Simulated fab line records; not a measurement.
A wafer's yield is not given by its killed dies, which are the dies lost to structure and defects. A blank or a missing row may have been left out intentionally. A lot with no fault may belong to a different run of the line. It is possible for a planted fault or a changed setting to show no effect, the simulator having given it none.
Which tool was responsible? / flow sky130 / at 1 step of a route of 708, 14 lots with 42 wafers sampled

== WHAT THE GAUGES READ, wafer by wafer ==
No reading from a measuring or inspecting step in the record can be judged against a usual standard deviation.

== TOOL THAT RAN EACH LOT (tool first, then ch and the chambers of the sampled wafers, then the start) ==
lot=L770; SKY_GATE_OXIDE_IMPLANT_11=implanter-03 ch 0, day 13 11:07
lot=L771; SKY_GATE_OXIDE_IMPLANT_11=implanter-02 ch 0, day 13 17:19
lot=L772; SKY_GATE_OXIDE_IMPLANT_11=implanter-01 ch 0, day 14 05:37
lot=L773; SKY_GATE_OXIDE_IMPLANT_11=implanter-01 ch 0, day 14 11:47
lot=L775; SKY_GATE_OXIDE_IMPLANT_11=implanter-01 ch 0, day 15 05:37
lot=L776; SKY_GATE_OXIDE_IMPLANT_11=implanter-01 ch 0, day 15 16:26
lot=L777; SKY_GATE_OXIDE_IMPLANT_11=implanter-02 ch 0, day 15 19:50
lot=L778; SKY_GATE_OXIDE_IMPLANT_11=implanter-01 ch 0, day 16 12:58
lot=L779; SKY_GATE_OXIDE_IMPLANT_11=implanter-03 ch 0, day 17 23:29
lot=L785; SKY_GATE_OXIDE_IMPLANT_11=implanter-01 ch 0, day 19 06:58
lot=L786; SKY_GATE_OXIDE_IMPLANT_11=implanter-01 ch 0, day 19 19:26
lot=L788; SKY_GATE_OXIDE_IMPLANT_11=implanter-03 ch 0, day 20 13:11
lot=L790; SKY_GATE_OXIDE_IMPLANT_11=implanter-01 ch 0, day 21 01:38
lot=L793; SKY_GATE_OXIDE_IMPLANT_11=implanter-01 ch 0, day 21 17:16
- SKY_GATE_OXIDE_IMPLANT_11

== WHAT THE TOOLS THEMSELVES READ (means of the sampled wafers that have a number; where no wafer has one, the mark that the record gives instead) ==
SKY_GATE_OXIDE_IMPLANT_11.
lot=L770; tool=implanter-03; beam_energy_keV=9.9974; end_station_pressure_torr (Torr)=4.78e-06
lot=L771; tool=implanter-02; beam_energy_keV=9.9947; end_station_pressure_torr (Torr)=4.94e-06
lot=L772; tool=implanter-01; beam_energy_keV=9.9959; end_station_pressure_torr (Torr)=4.97e-06
lot=L773; tool=implanter-01; beam_energy_keV=9.9980; end_station_pressure_torr (Torr)=5.02e-06
lot=L775; tool=implanter-01; beam_energy_keV=9.9965; end_station_pressure_torr (Torr)=5.12e-06
lot=L776; tool=implanter-01; beam_energy_keV=10.8647; end_station_pressure_torr (Torr)=4.84e-06
lot=L777; tool=implanter-02; beam_energy_keV=9.9992; end_station_pressure_torr (Torr)=5.24e-06
lot=L778; tool=implanter-01; beam_energy_keV=10.8703; end_station_pressure_torr (Torr)=4.98e-06
lot=L779; tool=implanter-03; beam_energy_keV=9.9981; end_station_pressure_torr (Torr)=4.75e-06
lot=L785; tool=implanter-01; beam_energy_keV=10.0022; end_station_pressure_torr (Torr)=4.98e-06
lot=L786; tool=implanter-01; beam_energy_keV=10.0008; end_station_pressure_torr (Torr)=5.03e-06
lot=L788; tool=implanter-03; beam_energy_keV=10.0010; end_station_pressure_torr (Torr)=5.42e-06
lot=L790; tool=implanter-01; beam_energy_keV=10.0010; end_station_pressure_torr (Torr)=5.13e-06
lot=L793; tool=implanter-01; beam_energy_keV=10.0018; end_station_pressure_torr (Torr)=5.04e-06

== THE ANSWER, worked out from the rows above alone ==
Rule: the usual values come from the lots themselves. The widest of any qualifying gaps counts: lots, ordered by their means at a reading, are off when they make up no more than a third of the lots, leave a main group of 4 or more, and stand apart from it by 3 or more times the standard deviation of that group's means. If all means in a main group match to the digits the tables above print for the reading, that group is not used. A lot without any number at a reading at which 4 lots or more have one is off too. Any other lot the step has rows for is counted as sound. Order of review: gauges by route order, followed by the tools' own readings, for which a lot's mean as printed above is used. At the first step where some lot is off, the reading lying furthest off is the one used; lots without a number count as furthest.
Off: L776, L778 (SKY_GATE_OXIDE_IMPLANT_11, beam_energy_keV). Main group: mean 9.9989, sd 0.0024.
If a tool, at that step or one of the process steps before it, ran each lot that is off and ran no sound lot following the first of them, it fits. Of those tried, none fits.

== WHAT THE SIMULATOR PUT IN ==
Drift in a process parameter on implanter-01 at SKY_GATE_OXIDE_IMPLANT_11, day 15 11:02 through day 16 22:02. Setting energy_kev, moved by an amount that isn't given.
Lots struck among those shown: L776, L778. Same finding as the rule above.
